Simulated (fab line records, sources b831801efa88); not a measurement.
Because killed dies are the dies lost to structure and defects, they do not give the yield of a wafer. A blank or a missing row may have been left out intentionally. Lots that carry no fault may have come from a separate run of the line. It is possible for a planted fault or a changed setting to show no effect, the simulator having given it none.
Matching of chambers || flow gf180mcu || GF_V5_CMP_04 on cmp-01: 4 sister chambers
The step polishes SiO2. 22 wafers are shown with their chamber, then 11 later ones without.

WAFERS WITH THEIR CHAMBER
{"wafer": "L074.2", "chamber": 2, "motor current A (A)": 13.5}
{"wafer": "L074.4", "chamber": 3, "motor current A (A)": 12.0}
{"wafer": "L074.6", "chamber": 2, "motor current A (A)": 13.8}
{"wafer": "L079.2", "chamber": 1, "motor current A (A)": 13.1}
{"wafer": "L079.3", "chamber": 0, "motor current A (A)": 13.1}
{"wafer": "L079.5", "chamber": 0, "motor current A (A)": 13.4}
{"wafer": "L080.2", "chamber": 3, "motor current A (A)": 12.2}
{"wafer": "L080.4", "chamber": 1, "motor current A (A)": 14.0}
{"wafer": "L080.6", "chamber": 2, "motor current A (A)": 13.4}
{"wafer": "L081.1", "chamber": 2, "motor current A (A)": 13.0}
{"wafer": "L081.3", "chamber": 0, "motor current A (A)": 13.1}
{"wafer": "L081.5", "chamber": 1, "motor current A (A)": 12.5}
{"wafer": "L082.1", "chamber": 3, "motor current A (A)": 12.8}
{"wafer": "L082.2", "chamber": 0, "motor current A (A)": 12.8}
{"wafer": "L082.4", "chamber": 1, "motor current A (A)": 13.5}
{"wafer": "L083.1", "chamber": 0, "motor current A (A)": 12.5}
{"wafer": "L083.3", "chamber": 1, "motor current A (A)": 12.9}
{"wafer": "L083.5", "chamber": 2, "motor current A (A)": 13.5}
{"wafer": "L087.3", "chamber": 1, "motor current A (A)": 13.5}
{"wafer": "L087.5", "chamber": 1, "motor current A (A)": 13.9}
{"wafer": "L087.6", "chamber": 0, "motor current A (A)": 13.1}
{"wafer": "L089.1", "chamber": 1, "motor current A (A)": 13.4}

SIGNATURES, as means of the wafers listed above
{"reading": "motor current A", "chamber 0": 13.000, "chamber 1": 13.350, "chamber 2": 13.440, "chamber 3": 12.333, "scatter within a chamber": 0.403}
Rule: a wafer's distance from a chamber is the root of the sum, over the readings, of the square of ((its reading less the chamber's mean) divided by the reading's scatter). If the next closest chamber is less than 2 further off than the closest, the wafer can't be placed; otherwise it belongs to the closest. The scatter: take each reading less its chamber's mean, square it, sum over the shown wafers, divide by the number of wafers less the number of chambers, and take the root.

WAFERS WITH NO CHAMBER GIVEN
{"wafer": "L089.2", "motor current A (A)": 12.5}
{"wafer": "L089.3", "motor current A (A)": 12.9}
{"wafer": "L093.1", "motor current A (A)": 13.1}
{"wafer": "L093.4", "motor current A (A)": 14.2}
{"wafer": "L093.5", "motor current A (A)": 12.2}
{"wafer": "L095.1", "motor current A (A)": 13.1}
{"wafer": "L095.4", "motor current A (A)": 12.9}
{"wafer": "L095.6", "motor current A (A)": 12.2}
{"wafer": "L096.2", "motor current A (A)": 12.3}
{"wafer": "L096.3", "motor current A (A)": 12.7}
{"wafer": "L096.5", "motor current A (A)": 12.4}

WHICH CHAMBER EACH WENT THROUGH
{"wafer": "L089.2", "from the rows above": "can't be placed: 3 or 0 or 1 or 2", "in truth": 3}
{"wafer": "L089.3", "from the rows above": "can't be placed: 0 or 1 or 2 or 3", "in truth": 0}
{"wafer": "L093.1", "from the rows above": "can't be placed: 0 or 1 or 2 or 3", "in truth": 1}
{"wafer": "L093.4", "from the rows above": "can't be placed: 2 or 1 or 0", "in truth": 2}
{"wafer": "L093.5", "from the rows above": "can't be placed: 3 or 0", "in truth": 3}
{"wafer": "L095.1", "from the rows above": "can't be placed: 0 or 1 or 2 or 3", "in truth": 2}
{"wafer": "L095.4", "from the rows above": "can't be placed: 0 or 1 or 2 or 3", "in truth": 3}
{"wafer": "L095.6", "from the rows above": "can't be placed: 3 or 0", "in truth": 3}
{"wafer": "L096.2", "from the rows above": "can't be placed: 3 or 0", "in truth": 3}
{"wafer": "L096.3", "from the rows above": "can't be placed: 0 or 3 or 1 or 2", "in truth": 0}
{"wafer": "L096.5", "from the rows above": "can't be placed: 3 or 0", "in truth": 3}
Placed correctly: 0 of 11. These rows do not allow placing 11 (true chamber among the candidates in 11). Number placed wrongly: 0.
